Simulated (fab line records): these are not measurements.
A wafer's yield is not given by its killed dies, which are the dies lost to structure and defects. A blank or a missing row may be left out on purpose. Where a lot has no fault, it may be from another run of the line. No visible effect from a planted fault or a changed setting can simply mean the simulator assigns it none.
fab line records || flow sfq-line
record {"lots": 14, "wafers": 42, "last-day": 91}
route steps=325 shown M6@262
lots with no fault: from the same line, run without faults
start-h: hours from the record's first day to the start of the lot's first wafer shown || wait-h: hours since the lot's step before || " the same as in the row above || L1.1+2: a row that stands for several wafers || - either no value or no given start || * or withheld: withheld || < > ~ a bound
route shown NAME@n: a module of which the file shows steps, and the number in the route of the first || usual: mean and standard deviation over wafers with no fault || same: alike in all rows || chamber/n: place in a boat || sites: the reading at each site || _std_site: standard deviation of those values || _edge_site: mean of outer sites minus mean of inner sites || radius-mm: for every site, how far away it sits from the centre of the wafer || mask NAME#n: copy n || behind: the last tool/chamber to shape the wafer || hold: cause of the lot's hold/its duration in hours/its outcome || device: the transistor (n, p or np) that didn't switch || end of line: the tests these same wafers got at the end of their route || where a step has no rows: the recipe by itself || killed: at the first sort, the dies lost to defects and structure; wafer yield is something else || map: dies across one wafer; x = killed, . = not, _ = none there
set.NAME: the setting as run; set.NAME@STEP: as run at that earlier step || model.NAME: the simulator's own value behind a step, which no gauge read
route steps across a sampled set of lots; one table per step, one row per wafer
services: from which hour (start-h, from the record's first day; less than 0 if before it) a tool's chamber was out of use, for how many hours, and why
## steps
# step SFQ_TRILAYER_M6_BARC_OPEN_METAL_ETCH_206
# recipe {"mask-material": "PR", "chemistry": "O2", "target-depth-nm": 125, "target": "BARC", "icp-w": 600, "bias-w": 80, "pressure-mtorr": 10, "time-s": 41.7}
# usual {"drypump-motor-current-A": "5.9/0.35", "oes-product-au": "0.686/0.0044", "run-length-s": "70.0/0.8"}
{"lot.wafer": "L369.4", "tool": "rie-metal-03", "chamber": 1, "start-h": 1716.00, "wait-h": 0.0, "drypump-motor-current-A": 6.0, "oes-product-au": 0.684, "rf-hours-counter-h": "-", "run-length-s": 69.6}
{"lot.wafer": "L369.5", "tool": "rie-metal-03", "chamber": 1, "start-h": 1716.00, "wait-h": 0.0, "drypump-motor-current-A": 6.1, "oes-product-au": 0.682, "rf-hours-counter-h": "-", "run-length-s": 69.3}
{"lot.wafer": "L369.6", "tool": "rie-metal-03", "chamber": 0, "start-h": 1716.00, "wait-h": 0.0, "drypump-motor-current-A": 6.4, "oes-product-au": 0.684, "rf-hours-counter-h": "-", "run-length-s": 69.4}
{"lot.wafer": "L370.1", "tool": "rie-metal-02", "chamber": 1, "start-h": 1746.15, "wait-h": 0.0, "drypump-motor-current-A": 5.6, "oes-product-au": 0.683, "rf-hours-counter-h": 47, "run-length-s": 73.8}
{"lot.wafer": "L370.4", "tool": "rie-metal-02", "chamber": 0, "start-h": 1746.15, "wait-h": 0.0, "drypump-motor-current-A": 6.0, "oes-product-au": 0.690, "rf-hours-counter-h": "-", "run-length-s": 72.5}
{"lot.wafer": "L370.6", "tool": "rie-metal-02", "chamber": 1, "start-h": 1746.15, "wait-h": 0.0, "drypump-motor-current-A": 5.6, "oes-product-au": 0.692, "rf-hours-counter-h": "-", "run-length-s": 73.6}
{"lot.wafer": "L371.4", "tool": "rie-metal-01", "chamber": 0, "start-h": 1759.17, "wait-h": 0.0, "drypump-motor-current-A": 5.4, "oes-product-au": 0.688, "rf-hours-counter-h": "-", "run-length-s": 69.8}
{"lot.wafer": "L371.5", "tool": "rie-metal-01", "chamber": 1, "start-h": 1759.17, "wait-h": 0.0, "drypump-motor-current-A": 5.6, "oes-product-au": 0.689, "rf-hours-counter-h": "-", "run-length-s": 70.4}
{"lot.wafer": "L371.6", "tool": "rie-metal-01", "chamber": 0, "start-h": 1759.17, "wait-h": 0.0, "drypump-motor-current-A": 5.4, "oes-product-au": 0.689, "rf-hours-counter-h": "-", "run-length-s": 69.9}
{"lot.wafer": "L372.1", "tool": "rie-metal-03", "chamber": 1, "start-h": 1786.96, "wait-h": 0.0, "drypump-motor-current-A": 6.0, "oes-product-au": 0.688, "rf-hours-counter-h": 88, "run-length-s": 69.4}
{"lot.wafer": "L372.2", "tool": "rie-metal-03", "chamber": 0, "start-h": 1786.96, "wait-h": 0.0, "drypump-motor-current-A": 6.4, "oes-product-au": 0.690, "rf-hours-counter-h": 95, "run-length-s": 69.9}
{"lot.wafer": "L372.4", "tool": "rie-metal-03", "chamber": 1, "start-h": 1786.96, "wait-h": 0.0, "drypump-motor-current-A": 6.0, "oes-product-au": 0.683, "rf-hours-counter-h": "-", "run-length-s": 69.2}
{"lot.wafer": "L374.1", "tool": "rie-metal-03", "chamber": 0, "start-h": 1796.37, "wait-h": 0.0, "drypump-motor-current-A": 6.3, "oes-product-au": 0.683, "rf-hours-counter-h": 96, "run-length-s": 69.8}
{"lot.wafer": "L374.2", "tool": "rie-metal-03", "chamber": 1, "start-h": 1796.37, "wait-h": 0.0, "drypump-motor-current-A": 6.0, "oes-product-au": 0.689, "rf-hours-counter-h": 89, "run-length-s": 69.8}
{"lot.wafer": "L374.3", "tool": "rie-metal-03", "chamber": 1, "start-h": 1796.37, "wait-h": 0.0, "drypump-motor-current-A": 6.1, "oes-product-au": 0.684, "rf-hours-counter-h": "-", "run-length-s": 69.2}
{"lot.wafer": "L375.1", "tool": "rie-metal-03", "chamber": 1, "start-h": 1831.10, "wait-h": 0.0, "drypump-motor-current-A": 6.0, "oes-product-au": 0.681, "rf-hours-counter-h": 95, "run-length-s": 69.6}
{"lot.wafer": "L375.3", "tool": "rie-metal-03", "chamber": 1, "start-h": 1831.10, "wait-h": 0.0, "drypump-motor-current-A": 6.0, "oes-product-au": 0.681, "rf-hours-counter-h": "-", "run-length-s": 69.6}
{"lot.wafer": "L375.6", "tool": "rie-metal-03", "chamber": 1, "start-h": 1831.10, "wait-h": 0.0, "drypump-motor-current-A": 6.1, "oes-product-au": 0.687, "rf-hours-counter-h": "-", "run-length-s": 69.2}
{"lot.wafer": "L376.1", "tool": "rie-metal-03", "chamber": 0, "start-h": 1833.66, "wait-h": 0.0, "drypump-motor-current-A": 6.3, "oes-product-au": 0.683, "rf-hours-counter-h": 103, "run-length-s": 69.9}
{"lot.wafer": "L376.4", "tool": "rie-metal-03", "chamber": 0, "start-h": 1833.66, "wait-h": 0.0, "drypump-motor-current-A": 6.4, "oes-product-au": 0.682, "rf-hours-counter-h": "-", "run-length-s": 69.4}
{"lot.wafer": "L376.5", "tool": "rie-metal-03", "chamber": 0, "start-h": 1833.66, "wait-h": 0.0, "drypump-motor-current-A": 6.4, "oes-product-au": 0.680, "rf-hours-counter-h": "-", "run-length-s": 69.7}
{"lot.wafer": "L379.3", "tool": "rie-metal-01", "chamber": 1, "start-h": 1839.52, "wait-h": 0.0, "drypump-motor-current-A": 5.6, "oes-product-au": 0.689, "rf-hours-counter-h": "-", "run-length-s": 69.9}
{"lot.wafer": "L379.4", "tool": "rie-metal-01", "chamber": 0, "start-h": 1839.52, "wait-h": 0.0, "drypump-motor-current-A": 5.4, "oes-product-au": 0.695, "rf-hours-counter-h": "-", "run-length-s": 70.1}
{"lot.wafer": "L379.5", "tool": "rie-metal-01", "chamber": 0, "start-h": 1839.52, "wait-h": 0.0, "drypump-motor-current-A": 5.4, "oes-product-au": 0.689, "rf-hours-counter-h": "-", "run-length-s": 69.8}
{"lot.wafer": "L383.1", "tool": "rie-metal-03", "chamber": 1, "start-h": 1847.90, "wait-h": 0.0, "drypump-motor-current-A": 6.0, "oes-product-au": 0.686, "rf-hours-counter-h": 98, "run-length-s": 69.3}
{"lot.wafer": "L383.5", "tool": "rie-metal-03", "chamber": 1, "start-h": 1847.90, "wait-h": 0.0, "drypump-motor-current-A": 6.1, "oes-product-au": 0.678, "rf-hours-counter-h": "-", "run-length-s": 69.3}
{"lot.wafer": "L383.6", "tool": "rie-metal-03", "chamber": 0, "start-h": 1847.90, "wait-h": 0.0, "drypump-motor-current-A": 6.4, "oes-product-au": 0.683, "rf-hours-counter-h": "-", "run-length-s": 69.4}
{"lot.wafer": "L385.3", "tool": "rie-metal-03", "chamber": 1, "start-h": 1891.22, "wait-h": 0.0, "drypump-motor-current-A": 6.1, "oes-product-au": 0.687, "rf-hours-counter-h": "-", "run-length-s": 69.5}
{"lot.wafer": "L385.4", "tool": "rie-metal-03", "chamber": 0, "start-h": 1891.22, "wait-h": 0.0, "drypump-motor-current-A": 6.4, "oes-product-au": 0.693, "rf-hours-counter-h": "-", "run-length-s": 69.5}
{"lot.wafer": "L385.5", "tool": "rie-metal-03", "chamber": 1, "start-h": 1891.22, "wait-h": 0.0, "drypump-motor-current-A": 6.0, "oes-product-au": 0.719, "rf-hours-counter-h": "-", "run-length-s": 66.6}
{"lot.wafer": "L387.4", "tool": "rie-metal-02", "chamber": 0, "start-h": 1897.22, "wait-h": 0.0, "drypump-motor-current-A": 6.0, "oes-product-au": 0.688, "rf-hours-counter-h": "-", "run-length-s": 69.5}
{"lot.wafer": "L387.5", "tool": "rie-metal-02", "chamber": 0, "start-h": 1897.22, "wait-h": 0.0, "drypump-motor-current-A": 6.0, "oes-product-au": 0.682, "rf-hours-counter-h": "-", "run-length-s": 69.5}
{"lot.wafer": "L387.6", "tool": "rie-metal-02", "chamber": 1, "start-h": 1897.22, "wait-h": 0.0, "drypump-motor-current-A": 5.6, "oes-product-au": 0.686, "rf-hours-counter-h": "-", "run-length-s": 70.6}
{"lot.wafer": "L388.1", "tool": "rie-metal-03", "chamber": 0, "start-h": 1899.60, "wait-h": 0.0, "drypump-motor-current-A": 6.3, "oes-product-au": 0.713, "rf-hours-counter-h": 116, "run-length-s": 67.3}
{"lot.wafer": "L388.5", "tool": "rie-metal-03", "chamber": 1, "start-h": 1899.60, "wait-h": 0.0, "drypump-motor-current-A": 6.0, "oes-product-au": 0.721, "rf-hours-counter-h": "-", "run-length-s": 66.6}
{"lot.wafer": "L388.6", "tool": "rie-metal-03", "chamber": 0, "start-h": 1899.60, "wait-h": 0.0, "drypump-motor-current-A": 6.4, "oes-product-au": 0.684, "rf-hours-counter-h": "-", "run-length-s": 70.3}
{"lot.wafer": "L390.1", "tool": "rie-metal-02", "chamber": 0, "start-h": 1902.00, "wait-h": 0.0, "drypump-motor-current-A": 6.1, "oes-product-au": 0.692, "rf-hours-counter-h": 121, "run-length-s": 69.5}
{"lot.wafer": "L390.5", "tool": "rie-metal-02", "chamber": 1, "start-h": 1902.00, "wait-h": 0.0, "drypump-motor-current-A": 5.6, "oes-product-au": 0.684, "rf-hours-counter-h": "-", "run-length-s": 70.6}
{"lot.wafer": "L390.6", "tool": "rie-metal-02", "chamber": 0, "start-h": 1902.00, "wait-h": 0.0, "drypump-motor-current-A": 6.1, "oes-product-au": 0.691, "rf-hours-counter-h": "-", "run-length-s": 69.4}
{"lot.wafer": "L392.2", "tool": "rie-metal-02", "chamber": 1, "start-h": 1904.40, "wait-h": 0.0, "drypump-motor-current-A": 5.6, "oes-product-au": 0.693, "rf-hours-counter-h": 70, "run-length-s": 70.5}
{"lot.wafer": "L392.4", "tool": "rie-metal-02", "chamber": 0, "start-h": 1904.40, "wait-h": 0.0, "drypump-motor-current-A": 6.1, "oes-product-au": 0.681, "rf-hours-counter-h": "-", "run-length-s": 69.8}
{"lot.wafer": "L392.5", "tool": "rie-metal-02", "chamber": 0, "start-h": 1904.40, "wait-h": 0.0, "drypump-motor-current-A": 6.1, "oes-product-au": 0.682, "rf-hours-counter-h": "-", "run-length-s": 69.6}
## services
{"tool": "rie-metal-01", "chamber": "-", "start-h": 1702.78, "hours": 0.2, "kind": "repair"}
{"tool": "rie-metal-01", "chamber": 0, "start-h": 1843.55, "hours": 2.5, "kind": "repair"}
## key
first-sign {"step": "SFQ_TRILAYER_M6_BARC_OPEN_METAL_ETCH_206", "reading": "oes-product-au", "direction": "up", "sigmas": 7.3, "usual": 0.686, "struck": 0.718}
effect {"step": "SFQ_TRILAYER_M6_BARC_OPEN_METAL_ETCH_206", "reading": "run-length-s", "direction": "down", "sigmas": 4, "usual": "*", "struck": "*"}
met-at SFQ_TRILAYER_M6_BARC_OPEN_METAL_ETCH_206
struck-lots L385,L388
struck-wafers L385.5,L388.1,L388.5
rows-end L388.1
onset-between 1847.90 1891.22
fault {"kind": "process-parameter-drift", "tool": "rie-metal-03", "chamber": "-", "onset-h": 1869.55, "steps": "SFQ_TRILAYER_M6_BARC_OPEN_METAL_ETCH_206", "channel": "time-s", "offset": "*", "shape": "step", "end-h": 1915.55, "scope": "struck-wafers-only", "acts-in": "*", "stated": "*"}
# rows-end: these wafers met a further fault down the route, and their rows from its step on are left out
